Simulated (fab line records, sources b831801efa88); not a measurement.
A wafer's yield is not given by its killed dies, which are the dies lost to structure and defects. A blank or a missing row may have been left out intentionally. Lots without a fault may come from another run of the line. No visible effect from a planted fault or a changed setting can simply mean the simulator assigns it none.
fab line records ; flow sky130
[record] lots = 6; wafers = 16; last-day = 50
route steps=708 shown POLY_GATE@219 PAD_OPEN@708
lots with no fault: from the same line, run without faults
start-h: hours from the record's first day to the start of the lot's first wafer shown ; wait-h: hours from the lot's prior step to this one ; " as in the row above ; L1.1+2: one row covering several wafers at once ; - no value present, or no start provided ; * or withheld: withheld ; < > ~ a bound
route shown NAME@n: names a module that has steps shown in the file, with the first one's number in the route ; usual: mean and standard deviation over wafers with no fault ; same: alike in all rows ; chamber/n: place in a boat ; sites: readings site by site ; _std_site: standard deviation across them ; _edge_site: outer sites' mean less inner sites' ; radius-mm: how far each site lies from the wafer's centre ; mask NAME#n: copy n ; behind: the tool/chamber that last shaped the wafer ; hold: why the lot was held/for how many hours/how that ended ; device: names the non-switching transistor (n, p or np) ; end of line: tests run on the same wafers once the route is complete ; where a step has no rows: the recipe by itself ; killed: dies that structure and defects cost at the first sort, which is not the same as the wafer's yield ; map: a wafer's dies, marking killed ones x, the rest . and places with no die _
set.NAME: the setting that was run; set.NAME@STEP: the one run at that earlier step ; model.NAME: the simulator's own value behind a step, which no gauge read
certain route steps with their lots: each step a table, each wafer a row
services: a tool's chamber out of use, with start hour (start-h, from the record's first day; less than 0 if before it), hours out, and reason
[[steps]]
[step SKY_POLY_GATE_DEHYDRATE_05]
[recipe] temp-c = 200; time-s = 60
[step SKY_POLY_GATE_HMDS_06]
[recipe] prime-time-s = 60; prime-temp-c = 120
[step SKY_POLY_GATE_COAT_07]
[recipe] resist = BARC; temp-c = withheld; time-s = withheld; spin-rpm = 3000; resist-thk-nm = 110
[step SKY_POLY_GATE_COAT_08]
[recipe] resist = KrF-thick; spin-rpm = 3000; resist-thk-nm = 450
[step SKY_POLY_GATE_SOFTBAKE_09]
[recipe] temp-c = 100; time-s = 90; resist = KrF-thick
[step SKY_POLY_GATE_EXPOSE_10]
[recipe] mask-id = P1M; na = 0.68; source-shape = conventional; sigma-outer = 0.6; target-cd-nm = 150; dose-mj = 28
[step SKY_POLY_GATE_PEB_11]
[recipe] peb-temp-c = withheld; peb-time-s = withheld; resist = KrF-thick
[step SKY_POLY_GATE_DEVELOP_12]
[recipe] develop-time-s = 60; resist = KrF-thick; dev-temp-c = 21
[step SKY_POLY_GATE_CD_MEAS_13]
[recipe] target-cd-nm = 150
[usual] cd-nm = 149.7/1.7
lot.wafer;tool;chamber;start-h;wait-h;cd-nm
L191.4;cd-sem-02;-;379.56;-;149.7
L191.5;cd-sem-02;-;379.56;-;149.9
L191.6;cd-sem-02;-;379.56;-;149.7
L196.3;cd-sem-01;-;416.50;-;150.8
L196.4;cd-sem-01;-;416.50;-;150.2
L196.5;cd-sem-01;-;416.50;-;148.9
L210.3;cd-sem-02;-;538.84;-;150.1
L210.4;cd-sem-02;-;538.84;-;150.9
L211.3;cd-sem-02;-;540.94;-;151.1
L211.4;cd-sem-02;-;540.94;-;151.5
L212.1;cd-sem-02;-;552.65;-;150.1
L212.2;cd-sem-02;-;552.65;-;150.5
L212.6;cd-sem-02;-;552.65;-;150.7
L214.1;cd-sem-02;-;565.93;-;149.9
L214.3;cd-sem-02;-;565.93;-;150.6
L214.5;cd-sem-02;-;565.93;-;150.5
[step SKY_POLY_GATE_OVL_MEAS_14]
[usual] POLY_GATE_OVL = 2/5.8
lot.wafer;tool;chamber;start-h;wait-h;POLY_GATE_OVL[nm]
L191.4;overlay-02;-;379.64;0.1;1
L191.5;overlay-02;-;379.64;0.1;7
L191.6;overlay-02;-;379.64;0.1;7
L196.3;overlay-01;-;416.60;0.1;1
L196.4;overlay-01;-;416.60;0.1;3
L196.5;overlay-01;-;416.60;0.1;-2
L210.3;overlay-02;-;538.93;0.1;1
L210.4;overlay-02;-;538.93;0.1;10
L211.3;overlay-01;-;541.03;0.1;-10
L211.4;overlay-01;-;541.03;0.1;-2
L212.1;overlay-02;-;552.77;0.1;2
L212.2;overlay-02;-;552.77;0.1;2
L212.6;overlay-02;-;552.77;0.1;4
L214.1;overlay-02;-;566.05;0.1;10
L214.3;overlay-02;-;566.05;0.1;13
L214.5;overlay-02;-;566.05;0.1;10
[step SKY_POLY_GATE_ETCH_15]
[recipe] chemistry = N2/H2; target = BARC; ion-energy-ev = 200; source-w = 500; bias-w = 100; pressure-mtorr = 30; n2-flow-sccm = 100; h2-flow-sccm = 200; stop-on = SiO2; time-s = 118.5; target-depth-a = 1100
[usual] drypump-motor-current-A = 5.8/0.35; h2-flow-sccm = 200.0/0.56; oes-product-au = 0.716/0.0047; throttle-valve-pct = 13.213/0.009
lot.wafer;tool;chamber;start-h;wait-h;drypump-motor-current-A;h2-flow-sccm;oes-product-au;rf-hours-counter-h;throttle-valve-pct
L191.4;rie-diel-03;3;379.66;0.0;6.2;199.9;0.712;12;13.214
L191.5;rie-diel-03;0;379.66;0.0;5.2;200.4;0.725;-;13.202
L191.6;rie-diel-03;3;379.66;0.0;6.2;200.1;0.718;-;13.212
L196.3;rie-diel-03;1;416.62;0.0;5.8;200.2;0.720;42;13.225
L196.4;rie-diel-03;3;416.62;0.0;6.2;199.8;0.708;13;13.186
L196.5;rie-diel-03;3;416.62;0.0;6.2;200.2;0.722;-;13.204
L210.3;rie-diel-01;3;538.96;0.0;5.8;199.4;0.718;6;13.229
L210.4;rie-diel-01;2;538.96;0.0;5.8;200.6;0.719;15;13.206
L211.3;rie-diel-03;2;541.06;0.0;6.2;199.3;0.720;7;13.210
L211.4;rie-diel-03;1;541.06;0.0;5.8;199.5;0.713;-;13.211
L212.1;rie-diel-04;2;552.81;0.0;5.4;199.3;0.706;10;13.217
L212.2;rie-diel-04;3;552.81;0.0;6.3;199.0;0.711;5;13.214
L212.6;rie-diel-04;1;552.81;0.0;6.1;200.8;0.711;-;13.232
L214.1;rie-diel-01;1;566.08;0.0;5.4;200.7;0.716;12;13.192
L214.3;rie-diel-01;0;566.08;0.0;5.7;200.1;0.715;18;13.217
L214.5;rie-diel-01;1;566.08;0.0;5.4;199.4;0.711;-;13.212
[step SKY_POLY_GATE_ETCH_16]
[recipe] stop-on = poly-Si; chemistry = CH3F/O2; target = Si3N4; source-w = 400; bias-w = 80; pressure-mtorr = 25; ch3f-flow-sccm = 40; O2_flow_sccm = 30; time-s = 147.5; target-depth-a = 750
[usual] drypump-motor-current-A = 5.8/0.35; oes-product-au = 0.643/0.005; throttle-valve-pct = 10.535/0.0087
lot.wafer;tool;chamber;start-h;wait-h;drypump-motor-current-A;oes-product-au;rf-hours-counter-h;throttle-valve-pct
L191.4;rie-diel-03;3;379.74;0.0;6.2;0.648;12;10.528
L191.5;rie-diel-03;0;379.74;0.0;5.2;0.645;-;10.531
L191.6;rie-diel-03;3;379.74;0.0;6.2;0.644;-;10.536
L196.3;rie-diel-03;1;416.70;0.0;5.8;0.647;42;10.535
L196.4;rie-diel-03;3;416.70;0.0;6.2;0.642;13;10.532
L196.5;rie-diel-03;3;416.70;0.0;6.2;0.657;-;10.553
L210.3;rie-diel-01;3;539.04;0.0;5.8;0.644;6;10.541
L210.4;rie-diel-01;2;539.04;0.0;5.9;0.648;15;10.532
L211.3;rie-diel-03;2;541.14;0.0;6.2;0.643;7;10.550
L211.4;rie-diel-03;1;541.14;0.0;5.7;0.649;-;10.545
L212.1;rie-diel-04;2;552.89;0.0;5.4;0.641;10;10.549
L212.2;rie-diel-04;3;552.89;0.0;6.3;0.644;5;10.533
L212.6;rie-diel-04;1;552.89;0.0;6.0;0.644;-;10.523
L214.1;rie-diel-01;1;566.16;0.0;5.4;0.648;12;10.545
L214.3;rie-diel-01;0;566.16;0.0;5.7;0.634;18;10.539
L214.5;rie-diel-01;1;566.16;0.0;5.4;0.642;-;10.530
[step SKY_POLY_GATE_ETCH_17]
[recipe] target-depth-nm = 180; stop-on = SiO2; over-etch-frac = 0.56667; chemistry = HBr/Cl2; target = poly-Si; icp-w = 400; bias-w = 100; pressure-mtorr = 10; HBr_flow_sccm = 150; Cl2_flow_sccm = 50; time-s = 70.5
[usual] HBr_flow_sccm = 150.0/0.39; drypump-motor-current-A = 5.9/0.49; oes-product-au = 0.987/0.0077; over-etch-frac = 0.56667/0; throttle-valve-pct = 33.684/0.01
lot.wafer;tool;chamber;start-h;wait-h;HBr_flow_sccm;drypump-motor-current-A;oes-product-au;over-etch-frac;rf-hours-counter-h;throttle-valve-pct;model.KrF-thick_of_POLY_GATE_COAT_08.thk-nm;model.SiO2_of_SONOS_ONO_CVD_04.thk-nm
L191.4;rie-si-02;3;379.84;0.0;149.7;6.2;0.969;0.56667;1.0;33.697;146;4.229
L191.5;rie-si-02;2;379.84;0.0;150.4;6.3;0.988;0.56667;-;33.693;142.5;4.182
L191.6;rie-si-02;3;379.84;0.0;149.6;6.1;0.983;0.56667;-;33.688;144.1;4.206
L196.3;rie-si-02;1;416.80;0.0;150.4;5.9;0.987;0.56667;3.2;33.673;142.4;4.215
L196.4;rie-si-02;2;416.80;0.0;149.6;6.3;1.002;0.56667;5.3;33.680;141.9;4.184
L196.5;rie-si-02;2;416.80;0.0;150.2;6.3;0.987;0.56667;-;33.679;141.9;4.334
L210.3;rie-si-02;0;539.14;0.0;151.2;5.0;0.928;0.74355;2.5;33.676;131.6;4.137
L210.4;rie-si-02;1;539.14;0.0;149.7;5.9;0.997;0.56667;3.9;33.700;132.3;4.527
L211.3;rie-si-02;1;541.24;0.0;150.3;5.9;0.937;0.74355;3.9;33.674;127.7;4.066
L211.4;rie-si-02;0;541.24;0.0;149.5;5.1;0.994;0.56667;2.6;33.677;140.8;4.255
L212.1;rie-si-01;3;552.99;0.0;150.3;5.6;0.993;0.56667;1.5;33.686;143.1;4.282
L212.2;rie-si-01;2;552.99;0.0;150.0;6.8;0.984;0.56667;5.7;33.687;143.6;4.205
L212.6;rie-si-01;0;552.99;0.0;149.8;5.6;0.982;0.56667;-;33.684;142.9;4.288
L214.1;rie-si-01;0;566.26;0.0;149.6;5.6;0.981;0.56667;1.2;33.690;143;4.026
L214.3;rie-si-01;1;566.26;0.0;150.2;6.1;0.991;0.56667;1.2;33.665;138.2;4.079
L214.5;rie-si-01;3;566.26;0.0;150.0;5.6;0.980;0.56667;-;33.685;144.3;4.112
[step SKY_POLY_GATE_STRIP_18]
[recipe] chemistry = O2/N2; power-w = 1400; pressure-mtorr = 1500; platen-temp-c = withheld; o2-flow-sccm = 3000; n2-flow-sccm = 300; overash-fraction = 0.5
[usual] drypump-motor-current-A = 5.53/0.25; oes-product-au = 0.362/0.0046; strip-time-to-endpoint-s = 3.19/0.036
[same] overash-fraction = 0.5
lot.wafer;tool;chamber;start-h;wait-h;drypump-motor-current-A;oes-product-au;rf-hours-counter-h;strip-time-to-endpoint-s
L191.4;plasma-asher-03;0;379.93;0.1;5.41;0.359;-;3.22
L191.5;plasma-asher-03;1;379.93;0.1;5.22;0.365;-;3.20
L191.6;plasma-asher-03;0;379.93;0.1;5.38;0.370;-;3.21
L196.3;plasma-asher-04;1;416.89;0.1;5.85;0.357;-;3.21
L196.4;plasma-asher-04;0;416.89;0.1;5.71;0.358;-;3.20
L196.5;plasma-asher-04;1;416.89;0.1;5.85;0.363;-;3.20
L210.3;plasma-asher-03;1;539.23;0.1;5.21;0.359;-;3.07
L210.4;plasma-asher-03;0;539.23;0.1;5.40;0.354;-;3.08
L211.3;plasma-asher-01;0;541.33;0.1;5.33;0.362;-;3.01
L211.4;plasma-asher-01;1;541.33;0.1;5.85;0.356;-;3.18
L212.1;plasma-asher-04;1;553.05;0.0;5.85;0.359;42;3.20
L212.2;plasma-asher-04;0;553.05;0.0;5.69;0.367;42;3.21
L212.6;plasma-asher-04;1;553.05;0.0;5.87;0.360;-;3.20
L214.1;plasma-asher-04;0;566.32;0.0;5.70;0.365;43;3.18
L214.3;plasma-asher-04;0;566.32;0.0;5.69;0.364;-;3.15
L214.5;plasma-asher-04;0;566.32;0.0;5.68;0.362;-;3.22
[step SKY_POLY_GATE_CLEAN_19]
[recipe] chemistry = SC1/SC2; mix = 1:4:20; temp-c = 70; time-s = 150; dry = n2-spin
[step SKY_PAD_OPEN_PROBE_99]
[usual] killed_at_M0_to_M3 = 44/6.9; killed_at_M4_up = 3.3/2.1; killed-at-contacts = 24/4.8; killed-at-front-end = 15/4.4; killed-at-other = 0.2/0.48; killed-dies = 87/9.5; killed-open = 48/6.5; killed-short = 39/6.3
[same] gross-dies = 492; killed-at-back-side = 0
lot.wafer;tool;chamber;start-h;wait-h;killed_at_M0_to_M3;killed_at_M4_up;killed-at-contacts;killed-at-front-end;killed-at-other;killed-dies;killed-open;killed-short
L210.3;prober-01;-;1180.09;0.2;33;0;27;16;0;76;39;37
L210.4;prober-01;-;1180.14;0.2;45;2;26;16;0;89;56;33
// killed by level:class
L210.3 CONTACT:geometric-particle:open=10 VIA1:geometric-particle:open=8 VIA1:geometric-particle:short=7 LI_CONTACT:geometric-particle:open=5 CONTACT:geometric-particle:short=5 FIELD_ISO:geometric-particle:open=4 FIELD_ISO:geometric-particle:short=4 POLY_GATE:geometric-particle:open=4
L210.4 CONTACT:geometric-particle:open=14 VIA1:geometric-particle:open=14 VIA2:geometric-particle:open=11 LI_CONTACT:geometric-particle:open=5 FIELD_ISO:geometric-particle:short=4 POLY_GATE:geometric-particle:open=4 POLY_GATE:geometric-particle:short=4 METAL1:geometric-particle:short=4
[[services]]
tool;chamber;start-h;hours;kind
rie-diel-03;2;359.04;6.0;repair
plasma-asher-04;-;378.63;2.5;repair
rie-si-01;1;397.76;5.3;repair
rie-si-02;-;401.03;2.8;pm
plasma-asher-03;-;410.43;0.5;repair
plasma-asher-01;-;421.25;9.0;pm
rie-diel-01;2;440.81;7.2;repair
rie-diel-03;-;452.73;28.1;pm
rie-diel-01;2;452.91;6.2;repair
plasma-asher-04;-;457.94;5.8;repair
rie-si-01;1;460.38;2.1;repair
rie-diel-01;0;464.20;2.3;repair
rie-diel-01;2;476.11;5.0;repair
rie-diel-01;1;502.12;6.7;repair
rie-diel-03;0;509.10;6.4;repair
rie-si-02;-;516.72;1.4;repair
rie-diel-03;0;520.96;-;clean
rie-diel-03;0;520.96;26.2;scheduled-down
rie-diel-03;0;520.96;26.2;vent-cycle
rie-si-01;-;530.30;14.6;pm
rie-si-01;2;546.82;2.5;repair
rie-diel-03;3;552.55;4.1;repair
rie-si-02;-;556.91;15.6;pm
plasma-asher-04;-;557.92;8.3;repair
[[key]]
[first-sign] step = SKY_POLY_GATE_ETCH_17; reading = over-etch-frac; direction = up; sigmas = 99+; usual = 0.56667; struck = 0.74355
[effect] step = SKY_POLY_GATE_ETCH_17; reading = oes-product-au; direction = down; sigmas = 7.1; usual = 0.987; struck = 0.933
[effect] step = SKY_POLY_GATE_STRIP_18; reading = strip-time-to-endpoint-s; direction = down; sigmas = 4.1; usual = *; struck = *
[model-effect] step = SKY_POLY_GATE_ETCH_17; value = KrF-thick_of_POLY_GATE_COAT_08.thk-nm; without = 140.4; struck = 129.6
met-at SKY_POLY_GATE_ETCH_17
struck-wafers L210.3,L211.3
tester-left-out L210,L211
onset-between 416.80 539.14
[fault] kind = process-parameter-drift; tool = rie-si-02; chamber = -; onset-h = 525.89; steps = SKY_POLY_GATE_ETCH_17; channel = over-etch-frac; offset = 0.17689; shape = step; end-h = 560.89; scope = struck-wafers-only; stated = 0.56667
// tester-left-out: of these lots the tester's yield and bins aren't shown, on N5 and GAA mostly nor the transistor test; their killed dies are dies lost to structure and defects alone, not to doping, threshold or leakage, so they don't give the yield
